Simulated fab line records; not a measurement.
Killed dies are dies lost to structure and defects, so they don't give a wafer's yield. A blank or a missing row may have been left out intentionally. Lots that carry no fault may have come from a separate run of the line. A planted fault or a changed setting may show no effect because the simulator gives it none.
fab line records | flow sky130
[record] lots = 14 | wafers = 42 | lastDay = 51
route steps=708 shown NWELL@64
lots with no fault: from the same line, run without faults
startH: hours from the record's first day to the start of the lot's first wafer shown | waitH: time in hours since the lot's previous step | " unchanged from the row above | L1.1+2: a row that stands for several wafers | - no value, or no start was given | * or withheld: withheld | < > ~ a bound
route shown NAME@n: NAME is a module with steps in the file, n the number in the route of the first one | usual: mean/standard deviation of fault-free wafers | same: alike in all rows | chamber/n: place in a boat | sites: per-site readings | _std_site: the standard deviation of these | _edge_site: inner sites' mean taken away from outer sites' mean | radiusMm: how far each site lies from the wafer's centre | mask NAME#n: copy n | behind: tool/chamber where the wafer was last shaped | hold: why the lot was held/for how many hours/how that ended | device: whichever transistor did not switch (one of n, p or np) | end of line: the same wafers' tests at the end of the route | where a step has no rows: the recipe by itself | killed: dies lost to structure and defects at the first sort, not the wafer's yield | map: a wafer's dies, marking killed ones x, the rest . and places with no die _
set.NAME: the setting the step ran with; set.NAME@STEP: the setting that earlier step ran with | model.NAME: the simulator's own value behind a step, which no gauge read
the route's steps for a sample of lots (tables are steps, rows are wafers)
services: when a tool's chamber went out of use (startH, in hours from the record's first day, below 0 if earlier), for how many hours, and the reason
[[steps]]
[step SKY_NWELL_IMPLANT_11]
[recipe] species = P | energyKev = 400 | doseCm2 = 1.9e+13 | tiltDeg = withheld
[usual] beamEnergyKeV = 400.01/0.12 | beamOnS = 10.02/0.23 | faradayCurrentUA = 107.0/2.4
lot.wafer | tool         | chamber | startH | waitH | beamEnergyKeV | beamOnS | faradayCurrentUA
L815.1    | implanter-04 | 0       | 91.15  | 0.0   | 400.00        | 10.01   | 107.0
L815.3    | "            | 0       | "      | "     | 400.00        | 9.78    | 109.5
L815.6    | "            | 0       | "      | "     | 400.05        | 10.01   | 106.6
L816.1    | implanter-02 | 0       | 95.82  | 0.0   | 400.14        | 10.11   | 105.9
L816.4    | "            | 0       | "      | "     | 399.87        | 10.50   | 102.1
L816.5    | "            | 0       | "      | "     | 400.14        | 9.95    | 107.5
L819.1    | implanter-04 | 0       | 109.94 | 0.0   | 399.91        | 9.85    | 108.6
L819.5    | "            | 0       | "      | "     | 400.08        | 9.80    | 109.4
L819.6    | "            | 0       | "      | "     | 400.03        | 10.39   | 103.0
L821.2    | implanter-04 | 0       | 124.11 | 0.0   | 400.07        | 9.73    | 109.7
L821.3    | "            | 0       | "      | "     | 400.09        | 9.89    | 108.2
L821.4    | "            | 0       | "      | "     | 399.98        | 10.20   | 104.6
L822.1    | implanter-01 | 0       | 129.27 | 0.0   | 400.00        | 10.01   | 107.0
L822.2    | "            | 0       | "      | "     | 399.85        | 10.38   | 103.1
L822.5    | "            | 0       | "      | "     | 400.00        | 9.66    | 110.5
L823.3    | implanter-02 | 0       | 135.59 | 0.1   | 400.11        | 9.94    | 107.8
L823.4    | "            | 0       | "      | "     | 399.93        | 9.68    | 110.5
L823.6    | "            | 0       | "      | "     | 399.96        | 10.14   | 105.7
L824.4    | implanter-04 | 0       | 142.71 | 0.1   | 399.92        | 10.14   | 106.0
L824.5    | "            | 0       | "      | "     | 400.21        | 9.78    | 109.8
L824.6    | "            | 0       | "      | "     | 399.92        | 10.19   | 105.3
L825.2    | implanter-02 | 0       | 150.13 | 0.0   | 399.80        | 10.29   | 104.5
L825.3    | "            | 0       | "      | "     | 399.94        | 9.97    | 107.7
L825.4    | "            | 0       | "      | "     | 399.77        | 10.16   | 105.3
L826.3    | implanter-04 | 0       | 155.72 | 0.1   | 399.94        | 9.95    | 107.8
L826.4    | "            | 0       | "      | "     | 400.08        | 9.70    | 110.2
L826.6    | "            | 0       | "      | "     | 399.94        | 9.79    | 109.5
L831.2    | implanter-04 | 0       | 183.61 | 0.0   | 400.03        | 10.30   | 103.8
L831.5    | "            | 0       | "      | "     | 399.87        | 9.92    | 108.2
L831.6    | "            | 0       | "      | "     | 399.94        | 9.69    | 111.1
L834.1    | implanter-01 | 0       | 199.24 | 0.0   | 400.03        | 9.53    | 112.3
L834.2    | "            | 0       | "      | "     | 399.88        | 10.14   | 105.7
L834.6    | "            | 0       | "      | "     | 399.94        | 10.14   | 105.8
L836.4    | implanter-04 | 0       | 209.31 | 0.1   | 400.03        | 8.08    | 132.9
L836.5    | "            | 0       | "      | "     | 399.97        | 8.40    | 127.5
L836.6    | "            | 0       | "      | "     | 400.02        | 8.48    | 126.6
L837.1    | implanter-04 | 0       | 215.64 | 0.0   | 400.16        | 8.23    | 130.0
L837.2    | "            | 0       | "      | "     | 400.04        | 8.25    | 129.6
L837.5    | "            | 0       | "      | "     | 400.37        | 8.28    | 129.4
L838.2    | implanter-01 | 0       | 218.51 | 0.0   | 400.08        | 10.00   | 106.9
L838.3    | "            | 0       | "      | "     | 400.02        | 10.15   | 105.8
L838.5    | "            | 0       | "      | "     | 400.02        | 10.17   | 105.4
[step SKY_NWELL_TW_MEAS_15]
[usual] NWELL_TW = 1832/24
lot.wafer | tool         | chamber | startH | waitH | NWELL_TW
L815.1    | filmMetro-01 | -       | 91.70  | 0.1   | 1821
L815.3    | "            | -       | "      | "     | 1812
L815.6    | "            | -       | "      | "     | 1816
L816.1    | filmMetro-03 | -       | 96.37  | 0.1   | 1784
L816.4    | "            | -       | "      | "     | 1805
L816.5    | "            | -       | "      | "     | 1808
L819.1    | filmMetro-01 | -       | 110.49 | 0.1   | 1831
L819.5    | "            | -       | "      | "     | 1809
L819.6    | "            | -       | "      | "     | 1806
L821.2    | filmMetro-04 | -       | 124.65 | 0.1   | 1860
L821.3    | "            | -       | "      | "     | 1860
L821.4    | "            | -       | "      | "     | 1853
L822.1    | filmMetro-04 | -       | 129.82 | 0.1   | 1854
L822.2    | "            | -       | "      | "     | 1859
L822.5    | "            | -       | "      | "     | 1854
L823.3    | filmMetro-04 | -       | 136.11 | 0.1   | 1859
L823.4    | "            | -       | "      | "     | 1858
L823.6    | "            | -       | "      | "     | 1832
L824.4    | filmMetro-01 | -       | 143.22 | 0.1   | 1812
L824.5    | "            | -       | "      | "     | 1804
L824.6    | "            | -       | "      | "     | 1804
L825.2    | filmMetro-01 | -       | 150.66 | 0.1   | 1822
L825.3    | "            | -       | "      | "     | 1815
L825.4    | "            | -       | "      | "     | 1823
L826.3    | filmMetro-01 | -       | 156.24 | 0.1   | 1813
L826.4    | "            | -       | "      | "     | 1822
L826.6    | "            | -       | "      | "     | 1805
L831.2    | filmMetro-04 | -       | 184.15 | 0.1   | 1852
L831.5    | "            | -       | "      | "     | 1860
L831.6    | "            | -       | "      | "     | 1847
L834.1    | filmMetro-04 | -       | 199.79 | 0.1   | 1868
L834.2    | "            | -       | "      | "     | 1865
L834.6    | "            | -       | "      | "     | 1870
L836.4    | filmMetro-01 | -       | 209.82 | 0.1   | 1714
L836.5    | "            | -       | "      | "     | 1711
L836.6    | "            | -       | "      | "     | 1714
L837.1    | filmMetro-01 | -       | 216.19 | 0.1   | 1725
L837.2    | "            | -       | "      | "     | 1717
L837.5    | "            | -       | "      | "     | 1726
L838.2    | filmMetro-04 | -       | 219.05 | 0.1   | 1872
L838.3    | "            | -       | "      | "     | 1868
L838.5    | "            | -       | "      | "     | 1881
[step SKY_NWELL_RS_MEAS_29]
[recipe] thkMeasGauge = four-point-probe
[usual] NWELL_RS = 625.3/1.6
lot.wafer | tool         | chamber | startH | waitH | NWELL_RS[ohm/sq]
L815.1    | filmMetro-04 | -       | 109.96 | 0.1   | 628.2
L815.3    | "            | -       | "      | "     | 627.1
L815.6    | "            | -       | "      | "     | 627.7
L816.1    | filmMetro-03 | -       | 114.80 | 0.1   | 625.4
L816.4    | "            | -       | "      | "     | 626.4
L816.5    | "            | -       | "      | "     | 626.7
L819.1    | filmMetro-01 | -       | 129.71 | 0.1   | 624.4
L819.5    | "            | -       | "      | "     | 626.8
L819.6    | "            | -       | "      | "     | 626.3
L821.2    | filmMetro-03 | -       | 143.50 | 0.1   | 623.8
L821.3    | "            | -       | "      | "     | 623.5
L821.4    | "            | -       | "      | "     | 623.3
L822.1    | filmMetro-04 | -       | 149.49 | 0.1   | 621.1
L822.2    | "            | -       | "      | "     | 624.4
L822.5    | "            | -       | "      | "     | 626.2
L823.3    | filmMetro-04 | -       | 156.52 | 0.1   | 624.7
L823.4    | "            | -       | "      | "     | 624.7
L823.6    | "            | -       | "      | "     | 624.2
L824.4    | filmMetro-01 | -       | 163.72 | 0.1   | 627.8
L824.5    | "            | -       | "      | "     | 628.2
L824.6    | "            | -       | "      | "     | 627.6
L825.2    | filmMetro-03 | -       | 169.86 | 0.1   | 626.1
L825.3    | "            | -       | "      | "     | 624.6
L825.4    | "            | -       | "      | "     | 623.9
L826.3    | filmMetro-04 | -       | 176.62 | 0.1   | 625.1
L826.4    | "            | -       | "      | "     | 626.2
L826.6    | "            | -       | "      | "     | 624.5
L831.2    | filmMetro-01 | -       | 207.45 | 0.1   | 626.0
L831.5    | "            | -       | "      | "     | 623.3
L831.6    | "            | -       | "      | "     | 624.6
L834.1    | filmMetro-01 | -       | 222.93 | 0.1   | 623.7
L834.2    | "            | -       | "      | "     | 625.5
L834.6    | "            | -       | "      | "     | 625.1
L836.4    | filmMetro-01 | -       | 233.69 | 0.1   | 698.9
L836.5    | "            | -       | "      | "     | 698.4
L836.6    | "            | -       | "      | "     | 699.1
L837.1    | filmMetro-01 | -       | 239.78 | 0.1   | 697.1
L837.2    | "            | -       | "      | "     | 696.8
L837.5    | "            | -       | "      | "     | 696.5
L838.2    | filmMetro-01 | -       | 243.33 | 0.1   | 623.0
L838.3    | "            | -       | "      | "     | 622.1
L838.5    | "            | -       | "      | "     | 622.7
[[services]]
tool         | chamber | startH | hours | kind
implanter-02 | -       | 118.91 | 4.5   | repair
implanter-04 | -       | 133.41 | 5.5   | repair
implanter-02 | -       | 136.86 | 3.4   | repair
implanter-01 | -       | 160.28 | 3.6   | repair
[[key]]
[firstSign] step = SKY_NWELL_IMPLANT_11 | reading = faradayCurrentUA | direction = up | sigmas = 9.3 | usual = 107.0 | struck = 129.3
[effect] step = SKY_NWELL_IMPLANT_11 | reading = beamOnS | direction = down | sigmas = 7.6 | usual = 10.02 | struck = 8.29
[effect] step = SKY_NWELL_TW_MEAS_15 | reading = NWELL_TW | direction = down | sigmas = 4.7 | usual = 1832 | struck = 1718
[effect] step = SKY_NWELL_RS_MEAS_29 | reading = NWELL_RS | direction = up | sigmas = 45 | usual = 625.3 | struck = 697.8
metAt SKY_NWELL_IMPLANT_11
struckLots L836,L837
testerLeftOut L836,L837
onsetBetween 183.61 209.31
[fault] kind = processParameterDrift | tool = implanter-04 | chamber = - | onsetH = 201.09 | steps = SKY_NWELL_IMPLANT_11 | channel = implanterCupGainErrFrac | offset = 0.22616 | shape = step | endH = 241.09
// testerLeftOut: of these lots the tester's yield and bins aren't shown, on N5 and GAA mostly nor the transistor test; their killed dies are dies lost to structure and defects alone, not to doping, threshold or leakage, so they don't give the yield
